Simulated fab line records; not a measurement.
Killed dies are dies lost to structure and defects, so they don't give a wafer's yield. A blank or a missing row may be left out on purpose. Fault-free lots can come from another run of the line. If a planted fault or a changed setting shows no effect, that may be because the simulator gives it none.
Struck lot and sound lot, side by side :: flow sky130 :: 18 out of 708 route steps
Sound: wafers L547.3, L547.4, L547.6. Wafers L556.3, L556.5, L556.6 were the ones struck. The cause comes at the end.
Order at every step that has rows: each side's tool, ch and its chambers, its first start. Under that, the readings that differ: sound wafers :: struck wafers :: difference of the means :: sigmas: that difference in standard deviations of wafers without a fault.
alike: readings whose means differ by less than 2 such deviations, and words and numbers that are the same on both sides. not compared: withheld readings, readings that some wafer has no value for, bounds like >300 that may hide the same value, and numbers for which the record gives no deviation and whose values overlap.
Wherever a step has rows on one side only, a row that says differs or no value, or a row with sigmas, the two part there. Numbers that have no deviation but don't overlap get no sigmas and don't part them. A reading that every wafer of one side lacks parts them only if that side has two wafers or more.

first, 3 steps without rows for these wafers: SKY_SONOS_ONO_WET_ETCH_18 (etches Si3N4 in H3PO4, target depth 15 nm, time 172 s); SKY_GATE_OXIDE_CLEAN_00 (cleans in SC1/SC2, time 150 s); SKY_GATE_OXIDE_OXIDATION_01 (stabilise 600 s, purge 300 s, target thk 10.268 nm).
SKY_GATE_OXIDE_THK_MEAS_02:
  sound on film metro-04 at day 13 07:47; struck on film metro-04 at day 16 17:11
  alike: GATE_OXIDE_OXIDATION_00_THK
then, 7 steps without rows for these wafers: SKY_GATE_OXIDE_DEHYDRATE_03 (time 60 s); SKY_GATE_OXIDE_HMDS_04 (prime time 60 s); SKY_GATE_OXIDE_COAT_05 (resist thk 1140 nm); SKY_GATE_OXIDE_SOFTBAKE_06 (time 60 s); SKY_GATE_OXIDE_EXPOSE_07 (exposes mask LVOM, target cd 600 nm); SKY_GATE_OXIDE_PEB_08; SKY_GATE_OXIDE_DEVELOP_09 (develop time 60 s).
SKY_GATE_OXIDE_OVL_MEAS_10:
  sound on overlay-02 at day 14 09:30; struck on overlay-01 at day 17 22:38
  alike: GATE_OXIDE_OVL
SKY_GATE_OXIDE_IMPLANT_11:
  sound on implanter-01 ch 0, day 14 09:34; struck on implanter-01 ch 0, day 17 22:43
reading: beam energy keV
sound: 10.000 10.003 9.999
struck: 10.957 10.950 10.949
difference: +0.951
sigmas: +99 or more

reading: model.implant.rp nm (nm)
sound: 32.1 32.1 32.1
struck: 34.95 34.95 34.95
difference: +2.85
sigmas: 

reading: model.implant.drp nm (nm)
sound: 17.11 17.11 17.11
struck: 18.24 18.24 18.24
difference: +1.13
sigmas: 
then, 1 step without rows for these wafers: SKY_GATE_OXIDE_WET_ETCH_12 (etches SiO2 in dHF, target depth 16.8 nm, time 336 s).
SKY_GATE_OXIDE_STRIP_13: strips in O2/N2.
  sound on plasma asher-03 ch 0,1, day 14 09:48; struck on plasma asher-01 ch 0,1, day 17 22:57
  alike: drypump motor current A, oes product au, strip time to endpoint s
  not compared: rf hours counter h
SKY_GATE_OXIDE_TW_MEAS_14:
  sound on film metro-01 at day 14 09:53; struck on film metro-01 at day 17 23:02
  alike: GATE_OXIDE_TW
then, 1 step without rows for these wafers: SKY_GATE_OXIDE_CLEAN_15 (cleans in SC1/SC2, time 150 s).
-- here the record skips 31 days between the struck wafers' starts before and after, leaving off in module GATE_OXIDE and picking up in module PAD_OPEN (first step shown: number 708 of the route) --
SKY_PAD_OPEN_PROBE_99:
  sound on prober-01 at day 46 03:56; struck on prober-01 at day 48 23:50
reading: model.etest.pfet_01v8_lvt.off log10 a um
sound: -8.996 -8.924 -8.859
struck: -8.555 -8.499 -8.5
difference: +0.408
sigmas: 

reading: model.etest.pfet_01v8_lvt.vt sat v (V)
sound: -0.4307 -0.4325 -0.4404
struck: -0.4236 -0.4222 -0.4195
difference: +0.0128
sigmas: 
  alike: killed_at_M0_to_M3, killed_at_M4_up, killed at contacts, killed at front end, killed at other, killed dies, killed open, killed short
  not compared: model.etest.pfet_01v8_lvt.vt v, model.etest.pfet_01v8_lvt.vt long v

== WHERE THEY PART ==
Only at SKY_GATE_OXIDE_IMPLANT_11, as far as this record shows. Later steps at which nothing parts them and some readings are alike: SKY_GATE_OXIDE_STRIP_13, SKY_GATE_OXIDE_TW_MEAS_14, SKY_PAD_OPEN_PROBE_99.

WHY: what the simulator had put in
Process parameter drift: implanter-01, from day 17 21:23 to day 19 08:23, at SKY_GATE_OXIDE_IMPLANT_11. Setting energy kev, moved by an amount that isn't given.
